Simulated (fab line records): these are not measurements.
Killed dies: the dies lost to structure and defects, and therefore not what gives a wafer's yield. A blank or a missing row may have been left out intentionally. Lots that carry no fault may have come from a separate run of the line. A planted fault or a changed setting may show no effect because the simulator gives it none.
One fault seen from 2 desks / flow sky130 / each desk has only its own numbers; what lay behind them comes last

## AT THE METROLOGY DESK
What the gauges read, lot by lot, whatever tool the lot ran on: means of the sampled wafers that have a number. Marked OUT: a lot whose mean sits more than 4 standard deviations from the usual mean, which makes it out of limits; the brackets give that distance.
Columns: A = NWELL_00_OVL at SKY_NWELL_OVL_MEAS_10, usual -0.1 nm; B = VT_ADJUST_LVTN_TW at SKY_VT_ADJUST_LVTN_TW_MEAS_10, usual 241.6
lot=L901; first seen here=day 4 12:20; A=1.4; B=240.4
lot=L903; first seen here=day 5 03:01; A=-0.7; B=240.9
lot=L904; first seen here=day 5 07:17; A=1.5; B=241.3
lot=L906; first seen here=day 5 18:11; A=-1.8; B=240.8
lot=L907; first seen here=day 5 23:51; A=-1.6; B=242.8
lot=L908; first seen here=day 6 06:42; A=1.0; B=240.0
lot=L909; first seen here=day 6 10:53; A=-0.9; B=243.2
lot=L910; first seen here=day 6 17:56; A=-2.4; B=244.5
lot=L918; first seen here=day 8 21:46; A=-1.5; B=237.0
lot=L920; first seen here=day 9 11:14; A=-1.3; B=238.0
lot=L922; first seen here=day 9 16:23; A=-0.1; B=240.6
lot=L921; first seen here=day 9 16:56; A=0.9; B=244.3
This desk found nothing out of limits on any of the 12 lots.

## TOOL OWNER'S DESK, implanter-03
SKY_VT_ADJUST_LVTN_IMPLANT_08, tool's own readings: per-lot mean of the sampled wafers with a number, covering each lot this tool ran. Marked OUT: a lot whose mean sits more than 4 standard deviations from the usual mean, which makes it out of limits; the brackets give that distance.
Columns: A = beam_on_s at SKY_VT_ADJUST_LVTN_IMPLANT_08, usual 9.99 s
lot=L901; first seen here=day 6 18:26; A=9.98
lot=L903; first seen here=day 7 11:37; A=10.16
lot=L906; first seen here=day 8 03:41; A=10.06
lot=L908; first seen here=day 8 17:31; A=9.91
lot=L909; first seen here=day 8 22:31; A=10.04
lot=L910; first seen here=day 9 07:13; A=9.84
lot=L918; first seen here=day 11 18:37; A=10.02
lot=L920; first seen here=day 12 09:29; A=9.91
This desk found nothing out of limits on any of the 8 lots.

## BROUGHT TOGETHER
At the metrology desk, nothing out of limits was observed.
The desk of the tool owner found nothing out of limits.

## WHAT HAD BEEN PUT IN BY THE SIMULATOR
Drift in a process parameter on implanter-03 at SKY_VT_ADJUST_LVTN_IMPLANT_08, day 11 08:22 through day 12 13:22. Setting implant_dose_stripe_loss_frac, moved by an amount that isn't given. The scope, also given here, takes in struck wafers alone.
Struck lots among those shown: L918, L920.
